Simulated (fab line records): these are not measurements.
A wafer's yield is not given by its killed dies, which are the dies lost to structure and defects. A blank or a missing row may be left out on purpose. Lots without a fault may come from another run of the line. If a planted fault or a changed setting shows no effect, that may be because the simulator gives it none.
fab line records	flow sky130
[record] lots = 5	wafers = 23
route steps=708 shown GATE_OXIDE@193 POLY_GATE@229 LDD_N@246 LDD_P@261 LDD_HVN@275 LDD_HVP@286 LDD_LDN@291 SD_P@326
start_h: start of the lot's first displayed wafer, in hours after the record's first day	wait_h: hours from the lot's prior step to this one	" unchanged from the row above	L1.1+2: a single row standing in for several wafers	- value missing, or start not given	* or withheld: withheld	< > ~ a bound
route shown NAME@n: a module of which the file shows steps, and the number in the route of the first	usual: average and standard deviation across the fault-free wafers	same: alike in all rows	chamber/n: place in a boat	sites: each site's reading	_std_site: how widely they spread, as a standard deviation	_edge_site: outer sites' mean less inner sites'	radius_mm: how far each site lies from the wafer's centre	mask NAME#n: copy n	behind: the most recent tool/chamber to have shaped the wafer	hold: why the lot went on hold/how many hours it stayed there/how the hold came to an end	device: whichever transistor did not switch (one of n, p or np)	end of line: the route-end tests of the same wafers	step lacking rows: just its recipe	killed: the dies lost at the first sort to structure and to defects; this is not the yield of the wafer	map: per-die view of a wafer (x killed, . not killed, _ where there is no die)
set.NAME: the run value of the setting; set.NAME@STEP: its run value at that earlier step	model.NAME: the simulator's own value behind a step, which no gauge read
one table per step and one row per wafer, for lots whose settings were changed on purpose
[[steps]]
[step SKY_GATE_OXIDE_SOFTBAKE_06]
[recipe] temp_c = 90	time_s = 60	resist = NOVOLAK
lot.wafer	tool	chamber	start_h	wait_h	set.temp_c
L075.1+2+5	litho_track-01	0	301.59	0.1	90
L075.3+4	"	0	"	"	86.51
L078.2+5+6	litho_track-04	0	329.72	0.1	90
L078.3+4	"	0	"	"	92.21
L079.2+3	litho_track-01	0	336.46	0.1	87.92
L079.4+5+6	"	0	"	"	90
L080.2+3+4+5+6	litho_track-04	0	347.57	0.1	90
L084.1+3+6	litho_track-04	0	380.99	0.1	90
[step SKY_GATE_OXIDE_EXPOSE_07]
[recipe] mask_id = LVOM	na = 0.6	source_shape = conventional	sigma_outer = 0.6	polarization = unpolarized	target_cd_nm = 600	dose_mj = 172.4
[step SKY_GATE_OXIDE_PEB_08]
[recipe] temp_c = withheld	time_s = *	resist = NOVOLAK
[step SKY_GATE_OXIDE_DEVELOP_09]
[recipe] resist = NOVOLAK	developer = TMAH	develop_time_s = 60	dev_temp_c = 23
lot.wafer	tool	chamber	start_h	wait_h	set.temp_c@GATE_OXIDE_SOFTBAKE_06	model.NOVOLAK_of_GATE_OXIDE_COAT_05.thk_nm
L075.1+2	litho_track-04	0	314.34	0.1	90	1139
L075.3	"	0	"	"	86.51	1151
L075.4	"	0	"	"	86.51	1148
L075.5	"	0	"	"	90	1135
L078.2	litho_track-01	0	343.11	0.1	90	1137
L078.3	"	0	"	"	92.21	1131
L078.4	"	0	"	"	92.21	1134
L078.5	"	0	"	"	90	1138
L078.6	"	0	"	"	90	1141
L079.2	litho_track-04	0	349.72	0.1	87.92	1140
L079.3	"	0	"	"	87.92	1141
L079.4	"	0	"	"	90	1138
L079.5	"	0	"	"	90	1136
L079.6	"	0	"	"	90	1132
L080.2+6	litho_track-02	0	360.88	0.1	90	1142
L080.3	"	0	"	"	90	1141
L080.4	"	0	"	"	90	1140
L080.5	"	0	"	"	90	1139
L084.1	litho_track-02	0	395.76	0.1	90	1143
L084.3	"	0	"	"	90	1146
L084.6	"	0	"	"	90	1142
[step SKY_GATE_OXIDE_IMPLANT_11]
[recipe] species = B	energy_kev = 10	dose_cm2 = 2.6e+12	tilt_deg = withheld
[step SKY_GATE_OXIDE_WET_ETCH_12]
[recipe] chemistry = dHF	target_depth_nm = 16.8	dry = n2_spin	target = SiO2	dilution = 100:1	temp_c = 25	time_s = 336
[step SKY_GATE_OXIDE_STRIP_13]
[recipe] chemistry = O2/N2	power_w = 1400	pressure_mtorr = 1500	platen_temp_c = withheld	o2_flow_sccm = 3000	n2_flow_sccm = 300	overash_fraction = 0.5
[usual] strip_time_to_endpoint_s = 14.16/0.04
lot.wafer	tool	chamber	start_h	wait_h	set.temp_c@GATE_OXIDE_SOFTBAKE_06	strip_time_to_endpoint_s
L075.1	plasma_asher-03	1	314.79	0.0	90	14.16
L075.2	"	0	"	"	90	14.17
L075.3	"	1	"	"	86.51	14.28
L075.4	"	0	"	"	86.51	14.27
L075.5	"	1	"	"	90	14.12
L078.2	plasma_asher-01	1	343.52	0.0	90	14.15
L078.3	"	1	"	"	92.21	14.09
L078.4	"	0	"	"	92.21	14.11
L078.5	"	1	"	"	90	14.17
L078.6	"	0	"	"	90	14.21
L079.2	plasma_asher-02	1	350.13	0.0	87.92	14.20
L079.3	"	0	"	"	87.92	14.19
L079.4	"	1	"	"	90	14.15
L079.5	"	0	"	"	90	14.14
L079.6	"	1	"	"	90	14.09
L080.2	plasma_asher-02	0	361.31	0.0	90	14.20
L080.3	"	0	"	"	90	14.20
L080.4	"	1	"	"	90	14.19
L080.5	"	0	"	"	90	14.17
L080.6	"	1	"	"	90	14.23
L084.1	plasma_asher-01	1	396.20	0.0	90	14.21
L084.3	"	1	"	"	90	14.26
L084.6	"	1	"	"	90	14.21
[step SKY_POLY_GATE_ETCH_15]
[recipe] chemistry = N2/H2	target = BARC	ion_energy_ev = 200	source_w = 500	bias_w = 100	pressure_mtorr = 30	n2_flow_sccm = 100	h2_flow_sccm = 200	stop_on = SiO2	time_s = 118.5	target_depth_a = 1100
lot.wafer	tool	chamber	start_h	wait_h	set.time_s	model.KrF-thick_of_POLY_GATE_COAT_08.thk_nm
L075.1	rie_diel-03	1	375.70	0.0	118.5	343.5
L075.2	"	0	"	"	104.6	355.5
L075.3	"	2	"	"	118.5	341.7
L075.4	"	2	"	"	104.6	354
L075.5	"	1	"	"	104.6	353.6
L078.2	rie_diel-04	2	405.95	0.0	118.5	340.9
L078.3	"	1	"	"	135	331
L078.4	"	3	"	"	135	328.5
L078.5	"	3	"	"	135	328.8
L078.6	"	0	"	"	118.5	343.2
L079.2	rie_diel-03	0	411.95	0.0	118.5	343.7
L079.3	"	3	"	"	118.5	344.4
L079.4	"	1	"	"	118.5	346.1
L079.5	"	3	"	"	118.5	342.2
L079.6	"	2	"	"	118.5	343.3
L080.2	rie_diel-03	1	424.53	0.0	118.5	344.4
L080.3	"	2	"	"	118.5	344
L080.4	"	0	"	"	118.5	341.8
L080.5	"	1	"	"	118.5	345.7
L080.6	"	0	"	"	118.5	342.4
L084.1	rie_diel-03	0	461.84	0.0	118.5	345.4
L084.3	"	1	"	"	118.5	345.8
L084.6	"	0	"	"	118.5	345
[step SKY_POLY_GATE_ETCH_16]
[recipe] stop_on = poly-Si	chemistry = CH3F/O2	target = Si3N4	source_w = 400	bias_w = 80	pressure_mtorr = 25	ch3f_flow_sccm = 40	O2_flow_sccm = 30	time_s = 147.5	target_depth_a = 750
lot.wafer	tool	chamber	start_h	wait_h	set.time_s@POLY_GATE_ETCH_15	model.KrF-thick_of_POLY_GATE_COAT_08.thk_nm
L075.1	rie_diel-03	1	375.78	0.0	118.5	234.5
L075.2	"	0	"	"	104.6	247.6
L075.3	"	2	"	"	118.5	231.4
L075.4	"	2	"	"	104.6	243.3
L075.5	"	1	"	"	104.6	245.7
L078.2	rie_diel-04	2	406.03	0.0	118.5	229.3
L078.3	"	1	"	"	135	221.8
L078.4	"	3	"	"	135	217.3
L078.5	"	3	"	"	135	217.7
L078.6	"	0	"	"	118.5	233.7
L079.2	rie_diel-03	0	412.03	0.0	118.5	232.3
L079.3	"	3	"	"	118.5	234.2
L079.4	"	1	"	"	118.5	236.5
L079.5	"	3	"	"	118.5	231.1
L079.6	"	2	"	"	118.5	230.4
L080.2	rie_diel-03	1	424.62	0.0	118.5	236.1
L080.3	"	2	"	"	118.5	233.1
L080.4	"	0	"	"	118.5	231.1
L080.5	"	1	"	"	118.5	236.7
L080.6	"	0	"	"	118.5	231
L084.1+6	rie_diel-03	0	461.92	0.0	118.5	233.5
L084.3	"	1	"	"	118.5	237.2
[step SKY_POLY_GATE_ETCH_17]
[recipe] target_depth_nm = 180	stop_on = SiO2	over_etch_frac = 0.56667	chemistry = HBr/Cl2	target = poly-Si	icp_w = 400	bias_w = 100	pressure_mtorr = 10	HBr_flow_sccm = 150	Cl2_flow_sccm = 50	time_s = 70.5
lot.wafer	tool	chamber	start_h	wait_h	set.time_s@POLY_GATE_ETCH_15	model.KrF-thick_of_POLY_GATE_COAT_08.thk_nm
L075.1	rie_si-01	2	375.88	0.0	118.5	139.9
L075.2	"	1	"	"	104.6	152.5
L075.3	"	0	"	"	118.5	137.7
L075.4	"	3	"	"	104.6	148.4
L075.5	"	2	"	"	104.6	152.2
L078.2	rie_si-02	3	406.13	0.0	118.5	136.1
L078.3	"	1	"	"	135	128.2
L078.4	"	0	"	"	135	121.2
L078.5	"	2	"	"	135	124.4
L078.6	"	3	"	"	118.5	140.5
L079.2	rie_si-02	2	412.13	0.0	118.5	138.3
L079.3	"	0	"	"	118.5	138.2
L079.4	"	1	"	"	118.5	142.1
L079.5	"	3	"	"	118.5	136.6
L079.6	"	0	"	"	118.5	133.6
L080.2	rie_si-02	0	424.71	0.0	118.5	141.9
L080.3	"	2	"	"	118.5	138.4
L080.4	"	1	"	"	118.5	136.7
L080.5	"	2	"	"	118.5	142.4
L080.6	"	3	"	"	118.5	137.2
L084.1	rie_si-01	1	462.02	0.0	118.5	137.8
L084.3	"	2	"	"	118.5	142.5
L084.6	"	1	"	"	118.5	138.4
[step SKY_POLY_GATE_STRIP_18]
[recipe] chemistry = O2/N2	power_w = 1400	pressure_mtorr = 1500	platen_temp_c = withheld	o2_flow_sccm = 3000	n2_flow_sccm = 300	overash_fraction = 0.5
[usual] strip_time_to_endpoint_s = 3.155/0.028
lot.wafer	tool	chamber	start_h	wait_h	set.time_s@POLY_GATE_ETCH_15	strip_time_to_endpoint_s
L075.1	plasma_asher-03	0	375.93	0.0	118.5	3.159
L075.2	"	1	"	"	104.6	3.295
L075.3	"	0	"	"	118.5	3.124
L075.4	"	1	"	"	104.6	3.260
L075.5	"	1	"	"	104.6	3.292
L078.2	plasma_asher-04	1	406.18	0.0	118.5	3.124
L078.3	"	0	"	"	135	3.023
L078.4	"	1	"	"	135	2.958
L078.5	"	0	"	"	135	2.980
L078.6	"	1	"	"	118.5	3.163
L079.2	plasma_asher-01	1	412.18	0.0	118.5	3.132
L079.3	"	0	"	"	118.5	3.157
L079.4	"	1	"	"	118.5	3.178
L079.5	"	0	"	"	118.5	3.137
L079.6	"	1	"	"	118.5	3.111
L080.2	plasma_asher-03	1	424.77	0.0	118.5	3.183
L080.3	"	1	"	"	118.5	3.135
L080.4	"	0	"	"	118.5	3.119
L080.5	"	1	"	"	118.5	3.177
L080.6	"	0	"	"	118.5	3.154
L084.1	plasma_asher-03	1	462.08	0.0	118.5	3.144
L084.3	"	1	"	"	118.5	3.201
L084.6	"	0	"	"	118.5	3.161
[step SKY_LDD_N_IMPLANT_09]
[recipe] species = As	energy_kev = 20	dose_cm2 = 7.5e+13	tilt_deg = withheld	rotation_deg = 113
lot.wafer	tool	chamber	start_h	wait_h	set.energy_kev	model.implant.rp_nm	model.implant.drp_nm
L075.1+2+3+4+5	implanter-01	0	406.44	0.1	20	15.61	7.212
L078.2+4	implanter-02	0	438.85	0.1	21.01	16.1	7.463
L078.3+5+6	"	0	"	"	20	15.53	7.212
L079.2+3+4+5+6	implanter-02	0	447.79	0.1	20	15.69	7.212
L080.2+4+6	implanter-04	0	458.24	0.1	21.04	16.67	7.47
L080.3+5	"	0	"	"	20	16.06	7.212
L084.1+3+6	implanter-02	0	495.43	0.1	20	15.66	7.212
[step SKY_LDD_P_DEVELOP_06]
[recipe] resist = NOVOLAK	developer = TMAH	develop_time_s = 60	dev_temp_c = 23
lot.wafer	tool	chamber	start_h	wait_h	set.dev_temp_c
L075.1+5	litho_track-01	0	437.89	0.1	24.12
L075.2+3+4	"	0	"	"	23
L078.2+5	litho_track-02	0	470.73	0.1	25.37
L078.3+4+6	"	0	"	"	23
L079.2+4+6	litho_track-02	0	479.03	0.1	25.64
L079.3+5	"	0	"	"	23
L080.2+3+4	litho_track-02	0	489.93	0.1	23
L080.5+6	"	0	"	"	20.94
L084.1+3+6	litho_track-02	0	526.56	0.1	23
[step SKY_LDD_P_CD_MEAS_07]
[recipe] target_cd_nm = 380
[usual] cd_nm = 380.1/2
lot.wafer	tool	chamber	start_h	wait_h	set.dev_temp_c@LDD_P_DEVELOP_06	cd_nm
L075.1	cd_sem-02	-	438.04	0.1	24.12	375.7
L075.2	"	-	"	"	23	378.7
L075.3	"	-	"	"	23	376.6
L075.4	"	-	"	"	23	378.6
L075.5	"	-	"	"	24.12	371.8
L078.2	cd_sem-01	-	470.88	0.1	25.37	373.6
L078.3	"	-	"	"	23	379.9
L078.4	"	-	"	"	23	380.5
L078.5	"	-	"	"	25.37	371.7
L078.6	"	-	"	"	23	377.6
L079.2	cd_sem-02	-	479.18	0.1	25.64	370.1
L079.3	"	-	"	"	23	378.3
L079.4	"	-	"	"	25.64	370.7
L079.5	"	-	"	"	23	377.2
L079.6	"	-	"	"	25.64	367.5
L080.2	cd_sem-01	-	490.08	0.1	23	380.0
L080.3	"	-	"	"	23	382.0
L080.4	"	-	"	"	23	382.0
L080.5	"	-	"	"	20.94	389.9
L080.6	"	-	"	"	20.94	389.0
L084.1	cd_sem-02	-	526.71	0.1	23	377.9
L084.3	"	-	"	"	23	379.9
L084.6	"	-	"	"	23	379.3
[step SKY_LDD_P_IMPLANT_09]
[recipe] species = BF2	energy_kev = 25	dose_cm2 = 1e+13	tilt_deg = withheld
lot.wafer	tool	chamber	start_h	wait_h	set.energy_kev	model.implant.rp_nm	model.implant.drp_nm
L075.1+3+4	implanter-02	0	438.19	0.0	24.5	20.47	11.25
L075.2+5	"	0	"	"	25	20.81	11.41
L078.2+3+4+5+6	implanter-02	0	471.04	0.0	25	20.28	11.41
L079.2+3+5	implanter-03	0	479.34	0.0	26.36	21.9	11.84
L079.4+6	"	0	"	"	25	20.99	11.41
L080.2+5	implanter-03	0	490.24	0.0	25	21.4	11.41
L080.3+4+6	"	0	"	"	26.14	22.18	11.77
L084.1+3+6	implanter-03	0	526.86	0.0	25	20.5	11.41
[step SKY_LDD_HVN_IMPLANT_08]
[recipe] species = P	energy_kev = 60	dose_cm2 = 3e+13	tilt_deg = 40
lot.wafer	tool	chamber	start_h	wait_h	set.energy_kev	model.implant.rp_nm	model.implant.drp_nm
L075.1+2+3+4+5	implanter-02	0	469.29	0.0	60	56.47	28.15
L078.2+4+6	implanter-02	0	502.45	0.0	63.59	57.68	29.62
L078.3+5	"	0	"	"	60	54.36	28.15
L079.2+4+5	implanter-02	0	509.60	0.0	60	56.33	28.15
L079.3+6	"	0	"	"	57.31	53.76	27.07
L080.2+4	implanter-04	0	520.80	0.0	56.65	52.48	26.81
L080.3+5+6	"	0	"	"	60	55.64	28.15
L084.1+3+6	implanter-03	0	557.22	0.0	60	57.35	28.15
[step SKY_LDD_HVN_STRIP_09]
[recipe] chemistry = O2/N2	power_w = 1400	pressure_mtorr = 1500	platen_temp_c = withheld	o2_flow_sccm = 3000	n2_flow_sccm = 300	overash_fraction = 0.5
[step SKY_LDD_HVN_TW_MEAS_10]
[usual] LDD_HVN_TW = 1430/7.7
lot.wafer	tool	chamber	start_h	wait_h	set.energy_kev@LDD_HVN_IMPLANT_08	LDD_HVN_TW
L075.1	film_metro-04	-	469.54	0.1	60	1416
L075.2	"	-	"	"	60	1416
L075.3	"	-	"	"	60	1419
L075.4	"	-	"	"	60	1417
L075.5	"	-	"	"	60	1424
L078.2	film_metro-02	-	502.68	0.1	63.59	1468
L078.3	"	-	"	"	60	1449
L078.4	"	-	"	"	63.59	1461
L078.5	"	-	"	"	60	1443
L078.6	"	-	"	"	63.59	1463
L079.2	film_metro-03	-	509.83	0.1	60	1430
L079.3	"	-	"	"	57.31	1418
L079.4	"	-	"	"	60	1440
L079.5	"	-	"	"	60	1441
L079.6	"	-	"	"	57.31	1419
L080.2	film_metro-04	-	521.03	0.1	56.65	1399
L080.3	"	-	"	"	60	1427
L080.4	"	-	"	"	56.65	1398
L080.5	"	-	"	"	60	1421
L080.6	"	-	"	"	60	1425
L084.1	film_metro-04	-	557.47	0.1	60	1428
L084.3	"	-	"	"	60	1428
L084.6	"	-	"	"	60	1422
[step SKY_LDD_HVP_IMPLANT_08]
[recipe] species = B	energy_kev = 20	dose_cm2 = 1.7e+13	tilt_deg = 17.9
lot.wafer	tool	chamber	start_h	wait_h	set.dose_cm2
L075.1+2+4	implanter-04	0	500.18	0.0	1.7e+13
L075.3+5	"	0	"	"	1.616e+13
L078.2+3+4+5+6	implanter-01	0	532.69	0.0	1.7e+13
L079.2+3+4+5+6	implanter-03	0	539.99	0.0	1.7e+13
L080.2+6	implanter-01	0	550.99	0.0	1.7e+13
L080.3+4+5	"	0	"	"	1.734e+13
L084.1+3+6	implanter-03	0	586.57	0.0	1.7e+13
[step SKY_LDD_HVP_STRIP_09]
[recipe] chemistry = O2/N2	power_w = 1400	pressure_mtorr = 1500	platen_temp_c = withheld	o2_flow_sccm = 3000	n2_flow_sccm = 300	overash_fraction = 0.5
[step SKY_LDD_HVP_TW_MEAS_10]
[usual] LDD_HVP_TW = 455.6/2.3
lot.wafer	tool	chamber	start_h	wait_h	set.dose_cm2@LDD_HVP_IMPLANT_08	LDD_HVP_TW
L075.1	film_metro-01	-	500.43	0.1	1.7e+13	456.7
L075.2	"	-	"	"	1.7e+13	458.7
L075.3	"	-	"	"	1.616e+13	450.2
L075.4	"	-	"	"	1.7e+13	456.7
L075.5	"	-	"	"	1.616e+13	447.4
L078.2	film_metro-04	-	532.92	0.1	1.7e+13	454.8
L078.3	"	-	"	"	1.7e+13	453.6
L078.4	"	-	"	"	1.7e+13	455.7
L078.5	"	-	"	"	1.7e+13	452.0
L078.6	"	-	"	"	1.7e+13	454.2
L079.2	film_metro-04	-	540.22	0.1	1.7e+13	452.2
L079.3	"	-	"	"	1.7e+13	453.0
L079.4	"	-	"	"	1.7e+13	453.1
L079.5	"	-	"	"	1.7e+13	452.7
L079.6	"	-	"	"	1.7e+13	450.9
L080.2	film_metro-02	-	551.22	0.1	1.7e+13	458.0
L080.3	"	-	"	"	1.734e+13	459.7
L080.4	"	-	"	"	1.734e+13	462.7
L080.5	"	-	"	"	1.734e+13	461.4
L080.6	"	-	"	"	1.7e+13	457.9
L084.1	film_metro-02	-	586.82	0.1	1.7e+13	453.2
L084.3	"	-	"	"	1.7e+13	456.3
L084.6	"	-	"	"	1.7e+13	452.5
[step SKY_LDD_LDN_COAT_02]
[recipe] resist = NOVOLAK	spin_rpm = 3000	resist_thk_nm = 1140
lot.wafer	tool	chamber	start_h	wait_h	set.spin_rpm	model.NOVOLAK_of_LDD_LDN_COAT_02.thk_nm
L075.1+3	litho_track-02	0	515.91	0.1	3155	1109
L075.2+5	"	0	"	"	3000	1137
L075.4	"	0	"	"	3000	1135
L078.2	litho_track-04	0	547.82	0.1	3000	1144
L078.3	"	0	"	"	2902	1162
L078.4	"	0	"	"	2902	1161
L078.5	"	0	"	"	2902	1166
L078.6	"	0	"	"	3000	1146
L079.2+3	litho_track-04	0	554.62	0.1	3000	1145
L079.4	"	0	"	"	3000	1146
L079.5	"	0	"	"	3000	1143
L079.6	"	0	"	"	3000	1144
L080.2	litho_track-04	0	566.37	0.1	3000	1138
L080.3	"	0	"	"	3000	1141
L080.4	"	0	"	"	3194	1103
L080.5	"	0	"	"	3194	1104
L080.6	"	0	"	"	3194	1102
L084.1+6	litho_track-03	0	601.48	0.1	3000	1136
L084.3	"	0	"	"	3000	1135
[step SKY_LDD_LDN_IMPLANT_11]
[recipe] species = As	energy_kev = 15	dose_cm2 = 1.25e+13	tilt_deg = withheld	rotation_deg = 293
lot.wafer	tool	chamber	start_h	wait_h	set.energy_kev	model.implant.drp_nm
L075.1+2+3+4+5	implanter-02	0	531.51	0.1	15	5.933
L078.2+3+4+5+6	implanter-01	0	563.65	0.1	15	5.933
L079.2+5+6	implanter-01	0	570.00	0.1	15	5.933
L079.3+4	"	0	"	"	14.26	5.729
L080.2+3+6	implanter-02	0	582.00	0.1	15	5.933
L080.4+5	"	0	"	"	14.37	5.76
L084.1+3+6	implanter-02	0	616.11	0.1	15	5.933
[step SKY_LDD_LDN_STRIP_12]
[recipe] chemistry = O2/N2	power_w = 1400	pressure_mtorr = 1500	platen_temp_c = withheld	o2_flow_sccm = 3000	n2_flow_sccm = 300	overash_fraction = 0.5
[usual] strip_time_to_endpoint_s = 14.18/0.05
lot.wafer	tool	chamber	start_h	wait_h	set.spin_rpm@LDD_LDN_COAT_02	strip_time_to_endpoint_s
L075.1	plasma_asher-04	0	531.66	0.1	3155	13.84
L075.2	"	1	"	"	3000	14.17
L075.3	"	0	"	"	3155	13.81
L075.4	"	1	"	"	3000	14.14
L075.5	"	0	"	"	3000	14.13
L078.2	plasma_asher-03	1	563.78	0.1	3000	14.23
L078.3	"	0	"	"	2902	14.42
L078.4	"	1	"	"	2902	14.40
L078.5	"	1	"	"	2902	14.47
L078.6	"	0	"	"	3000	14.26
L079.2	plasma_asher-02	0	570.13	0.1	3000	14.25
L079.3	"	1	"	"	3000	14.25
L079.4	"	0	"	"	3000	14.25
L079.5	"	0	"	"	3000	14.23
L079.6	"	1	"	"	3000	14.23
L080.2	plasma_asher-04	1	582.13	0.1	3000	14.15
L080.3	"	0	"	"	3000	14.20
L080.4	"	1	"	"	3194	13.74
L080.5	"	0	"	"	3194	13.78
L080.6	"	1	"	"	3194	13.74
L084.1	plasma_asher-02	0	616.26	0.1	3000	14.13
L084.3	"	1	"	"	3000	14.13
L084.6	"	1	"	"	3000	14.14
[step SKY_SD_P_DEVELOP_06]
[recipe] resist = NOVOLAK	developer = TMAH	develop_time_s = 60	dev_temp_c = 23
lot.wafer	tool	chamber	start_h	wait_h	set.dev_temp_c
L075.1+3+5	litho_track-03	0	592.53	0.1	20.26
L075.2+4	"	0	"	"	23
L078.2+3+4	litho_track-02	0	623.93	0.1	24.43
L078.5+6	"	0	"	"	23
L079.2+6	litho_track-01	0	632.01	0.1	23
L079.3+4+5	"	0	"	"	20.97
L080.2+3+5	litho_track-02	0	641.43	0.1	23
L080.4+6	"	0	"	"	20.99
L084.1+3+6	litho_track-01	0	674.99	0.1	23
[step SKY_SD_P_CD_MEAS_07]
[recipe] target_cd_nm = 380
[usual] cd_nm = 379.7/2.2
lot.wafer	tool	chamber	start_h	wait_h	set.dev_temp_c@SD_P_DEVELOP_06	cd_nm
L075.1	cd_sem-02	-	592.68	0.1	20.26	389.9
L075.2	"	-	"	"	23	382.2
L075.3	"	-	"	"	20.26	389.1
L075.4	"	-	"	"	23	379.2
L075.5	"	-	"	"	20.26	391.0
L078.2	cd_sem-02	-	624.08	0.1	24.43	373.7
L078.3	"	-	"	"	24.43	374.9
L078.4	"	-	"	"	24.43	375.2
L078.5	"	-	"	"	23	379.4
L078.6	"	-	"	"	23	377.7
L079.2	cd_sem-02	-	632.15	0.1	23	381.9
L079.3	"	-	"	"	20.97	386.1
L079.4	"	-	"	"	20.97	389.3
L079.5	"	-	"	"	20.97	386.6
L079.6	"	-	"	"	23	381.2
L080.2	cd_sem-01	-	641.58	0.1	23	380.5
L080.3	"	-	"	"	23	377.1
L080.4	"	-	"	"	20.99	386.6
L080.5	"	-	"	"	23	377.8
L080.6	"	-	"	"	20.99	386.6
L084.1	cd_sem-01	-	675.14	0.1	23	379.1
L084.3	"	-	"	"	23	377.5
L084.6	"	-	"	"	23	379.1
[[key]]
[split] step = SKY_GATE_OXIDE_SOFTBAKE_06	setting = temp_c	stated = 90	by = wafer
[response] step = SKY_GATE_OXIDE_DEVELOP_09	reading = model.NOVOLAK_of_GATE_OXIDE_COAT_05.thk_nm	change = -2.8	per = 1%	r = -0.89
[response] step = SKY_GATE_OXIDE_STRIP_13	reading = strip_time_to_endpoint_s	change = *	per = 1%	r = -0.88
[split] step = SKY_POLY_GATE_ETCH_15	setting = time_s	stated = 118.5	by = wafer
[response] step = SKY_POLY_GATE_ETCH_15	reading = model.KrF-thick_of_POLY_GATE_COAT_08.thk_nm	change = -0.946	per = 1%	r = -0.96
[response] step = SKY_POLY_GATE_ETCH_16	reading = model.KrF-thick_of_POLY_GATE_COAT_08.thk_nm	change = -0.974	per = 1%	r = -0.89
[response] step = SKY_POLY_GATE_ETCH_17	reading = model.KrF-thick_of_POLY_GATE_COAT_08.thk_nm	change = -1.01	per = 1%	r = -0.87
[response] step = SKY_POLY_GATE_STRIP_18	reading = strip_time_to_endpoint_s	change = *	per = 1%	r = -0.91
[split] step = SKY_LDD_N_IMPLANT_09	setting = energy_kev	stated = 20	by = wafer
[response] step = SKY_LDD_N_IMPLANT_09	reading = model.implant.rp_nm	change = +0.115	per = 1%	r = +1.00
[response] step = SKY_LDD_N_IMPLANT_09	reading = model.implant.drp_nm	change = +0.0497	per = 1%	r = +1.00
[split] step = SKY_LDD_P_DEVELOP_06	setting = dev_temp_c	stated = 23	by = wafer
[response] step = SKY_LDD_P_CD_MEAS_07	reading = cd_nm	change = -0.751	per = 1%	r = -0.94
[split] step = SKY_LDD_P_IMPLANT_09	setting = energy_kev	stated = 25	by = wafer
[response] step = SKY_LDD_P_IMPLANT_09	reading = model.implant.rp_nm	change = +0.169	per = 1%	r = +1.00
[response] step = SKY_LDD_P_IMPLANT_09	reading = model.implant.drp_nm	change = +0.0799	per = 1%	r = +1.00
[split] step = SKY_LDD_HVN_IMPLANT_08	setting = energy_kev	stated = 60	by = wafer
[response] step = SKY_LDD_HVN_IMPLANT_08	reading = model.implant.rp_nm	change = +0.563	per = 1%	r = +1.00
[response] step = SKY_LDD_HVN_IMPLANT_08	reading = model.implant.drp_nm	change = +0.242	per = 1%	r = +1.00
[response] step = SKY_LDD_HVN_TW_MEAS_10	reading = LDD_HVN_TW	change = +3.87	per = 1%	r = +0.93
[split] step = SKY_LDD_HVP_IMPLANT_08	setting = dose_cm2	stated = 1.7e+13	by = wafer
[response] step = SKY_LDD_HVP_TW_MEAS_10	reading = LDD_HVP_TW	change = +1.73	per = 1%	r = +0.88
[split] step = SKY_LDD_LDN_COAT_02	setting = spin_rpm	stated = 3000	by = wafer
[response] step = SKY_LDD_LDN_COAT_02	reading = model.NOVOLAK_of_LDD_LDN_COAT_02.thk_nm	change = -5.5	per = 1%	r = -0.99
[response] step = SKY_LDD_LDN_STRIP_12	reading = strip_time_to_endpoint_s	change = *	per = 1%	r = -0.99
[split] step = SKY_LDD_LDN_IMPLANT_11	setting = energy_kev	stated = 15	by = wafer
[response] step = SKY_LDD_LDN_IMPLANT_11	reading = model.implant.drp_nm	change = +0.0413	per = 1%	r = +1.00
[split] step = SKY_SD_P_DEVELOP_06	setting = dev_temp_c	stated = 23	by = wafer
[response] step = SKY_SD_P_CD_MEAS_07	reading = cd_nm	change = -0.769	per = 1%	r = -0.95
